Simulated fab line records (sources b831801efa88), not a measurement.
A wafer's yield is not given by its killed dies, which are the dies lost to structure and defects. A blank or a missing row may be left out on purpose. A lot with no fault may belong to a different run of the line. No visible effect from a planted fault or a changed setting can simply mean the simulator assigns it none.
Which tool did it? -- flow sky130 -- 36 wafers from 12 lots sampled at 6 of the route's 708 steps

WHAT THE GAUGES SHOWED, per wafer
SKY_LDD_N_OVL_MEAS_07.
lot,measured,on,LDD_N_OVL (nm)
L879,day 18 18:31,overlay-01,-0.4 0.3 0.2
L880,day 19 02:29,overlay-02,-1.7 0.8 -2.2
L882,day 19 21:28,overlay-02,1.1 -0.1 -0.4
L883,day 20 09:41,overlay-01,2.6 0.9 0.0
L885,day 20 23:40,overlay-01,0.9 0.7 0.3
L887,day 21 17:46,overlay-01,-0.4 3.1 2.2
L889,day 22 00:07,overlay-01,3.8 2.2 2.6
L894,day 24 08:02,overlay-02,-0.1 0.1 0.5
L897,day 25 12:55,overlay-01,0.2 0.2 1.0
L898,day 25 18:02,overlay-02,0.9 1.0 0.6
L899,day 26 03:28,overlay-02,-0.1 -1.2 -0.7
L900,day 26 11:37,overlay-02,-0.9 -1.1 0.2

SKY_LDD_HVP_OVL_MEAS_07.
lot,measured,on,LDD_HVP_OVL (nm)
L879,day 22 16:20,overlay-02,-2.4 -2.1 -0.8
L880,day 22 23:21,overlay-01,1.1 1.4 -0.3
L882,day 23 17:08,overlay-02,-1.0 0.7 0.5
L883,day 24 05:46,overlay-01,-1.8 -0.4 -1.0
L885,day 24 20:04,overlay-01,2.2 1.1 1.0
L887,day 25 13:29,overlay-01,- - -
L889,day 25 18:58,overlay-02,0.2 -0.6 -0.4
L894,day 28 00:49,overlay-02,1.5 2.0 1.6
L897,day 29 03:25,overlay-02,-0.2 -2.7 -1.0
L898,day 29 09:35,overlay-01,0.3 -3.5 -1.7
L899,day 29 18:37,overlay-02,-1.4 -2.5 -1.1
L900,day 30 01:17,overlay-01,-0.1 0.0 0.5

SKY_LDD_HVP_TW_MEAS_10.
lot,measured,on,LDD_HVP_TW
L879,day 22 16:37,film metro-03,456 456 459
L880,day 22 23:39,film metro-02,453 454 450
L882,day 23 17:25,film metro-02,452 449 450
L883,day 24 06:03,film metro-02,451 449 450
L885,day 24 20:22,film metro-02,451 451 449
L887,day 25 13:46,film metro-02,30 30 30
L889,day 25 19:15,film metro-02,450 450 450
L894,day 28 01:07,film metro-01,464 461 461
L897,day 29 03:42,film metro-01,462 462 463
L898,day 29 09:57,film metro-02,454 450 451
L899,day 29 18:55,film metro-01,464 464 461
L900,day 30 01:35,film metro-02,456 457 457

SKY_LDD_LDN_TW_MEAS_13.
lot,measured,on,LDD_LDN_TW
L879,day 23 23:11,film metro-01,1485 1485 1488
L880,day 24 06:09,film metro-03,1489 1482 1480
L882,day 24 23:51,film metro-03,1480 1484 1486
L883,day 25 11:26,film metro-03,1489 1479 1479
L885,day 26 02:03,film metro-01,1501 1505 1501
L887,day 26 19:11,film metro-03,1484 1482 1475
L889,day 27 00:48,film metro-04,1441 1441 1435
L894,day 29 05:50,film metro-04,1457 1458 1450
L897,day 30 07:59,film metro-01,1509 1507 1512
L898,day 30 13:21,film metro-04,1444 1443 1445
L899,day 30 21:16,film metro-04,1441 1444 1446
L900,day 31 04:46,film metro-03,1474 1479 1481

WHAT TOOL EACH LOT RAN ON (gives the tool, then ch and the chambers of the sampled wafers, and finally the start)
lot,SKY_POLY_GATE_ETCH_16,SKY_LDD_HVP_EXPOSE_04
L879,"rie diel-02 ch 1,2,3, day 17 08:28","iline stepper-01 ch 0, day 22 00:50"
L880,"rie diel-04 ch 0,2,3, day 17 16:25","iline stepper-01 ch 0, day 22 08:05"
L882,"rie diel-03 ch 0,1,3, day 18 12:01","iline stepper-02 ch 0, day 23 02:41"
L883,"rie diel-03 ch 1,3, day 19 00:04","iline stepper-01 ch 0, day 23 15:20"
L885,"rie diel-03 ch 0,3, day 19 15:25","iline stepper-02 ch 0, day 24 06:03"
L887,"rie diel-04 ch 0,3, day 20 09:01","iline stepper-02 ch 0, day 24 22:30"
L889,"rie diel-02 ch 1,2,3, day 20 15:52","iline stepper-01 ch 0, day 25 04:28"
L894,"rie diel-02 ch 1,2, day 23 00:34","iline stepper-02 ch 0, day 27 10:02"
L897,"rie diel-04 ch 0,1,2, day 24 04:25","iline stepper-01 ch 0, day 28 13:25"
L898,"rie diel-04 ch 0,1,2, day 24 10:13","iline stepper-02 ch 0, day 28 19:39"
L899,"rie diel-03 ch 0,3, day 24 20:46","iline stepper-01 ch 0, day 29 04:46"
L900,"rie diel-04 ch 0,2,3, day 25 04:34","iline stepper-01 ch 0, day 29 11:29"
- SKY_POLY_GATE_ETCH_16: etches Si3N4 in CH3F/O2, stops on poly-Si, time 147.5 s, target depth 75 nm.
- SKY_LDD_HVP_EXPOSE_04: exposes mask HVPTM, target cd 700 nm.

WHAT THE TOOLS THEMSELVES READ (means of the sampled wafers that have a number; where no wafer has one, the mark that the record gives instead)
SKY_POLY_GATE_ETCH_16.
lot,tool,chamber pressure mTorr (mTorr),drypump motor current A (A),oes product au (a.u.),rf fwd power W (W),throttle valve pct (%)
L879,rie diel-02,25.001,6.1,0.640,398.5,10.534
L880,rie diel-04,25.008,5.7,0.641,398.6,10.520
L882,rie diel-03,25.014,5.4,0.643,399.0,10.539
L883,rie diel-03,24.980,4.9,0.645,397.4,10.534
L885,rie diel-03,24.968,6.0,0.642,397.1,10.532
L887,rie diel-04,24.984,6.1,0.643,397.7,10.542
L889,rie diel-02,25.005,6.1,0.644,398.4,10.531
L894,rie diel-02,24.997,5.8,0.638,398.1,10.546
L897,rie diel-04,25.001,5.6,0.635,397.2,10.530
L898,rie diel-04,25.034,5.6,0.637,397.9,10.530
L899,rie diel-03,25.005,5.9,0.636,398.1,10.544
L900,rie diel-04,25.005,5.7,0.638,399.2,10.527

THE ANSWER, worked out from the rows above alone
Rule: usual is defined by the lots themselves. Put in order of their means at a reading, lots are off if they are a third of the lots or fewer, leave a main group of 4 or more, and stand apart from it by a gap of 3 or more times the standard deviation of the main group's means; of several such gaps the widest counts. If all means in a main group match to the digits the tables above print for the reading, that group is not used. Also off: a lot with no number at a reading for which 4 or more lots have one. The other lots that the step has rows for count as sound. Order of review: gauges by route order, followed by the tools' own readings, for which a lot's mean as printed above is used. The first step at which some lot is off is used, and at that step the reading that is off furthest; a lot without a number counts as furthest.
Off: L887, at SKY_LDD_HVP_OVL_MEAS_07 (LDD_HVP_OVL). Without a number there: L887. For the main group the mean is -0.3 nm and the standard deviation 1.2.
If a tool, at a process step before that reading, ran all the lots that are off and no sound lot after the first of them, it fits. The gauges at SKY_LDD_HVP_OVL_MEAS_07 aren't tried: what is off there is off at SKY_LDD_HVP_TW_MEAS_10 too, on other tools, and a gauge's error can't cause that. No candidate that was tried fits.

WHAT THE SIMULATOR PUT IN
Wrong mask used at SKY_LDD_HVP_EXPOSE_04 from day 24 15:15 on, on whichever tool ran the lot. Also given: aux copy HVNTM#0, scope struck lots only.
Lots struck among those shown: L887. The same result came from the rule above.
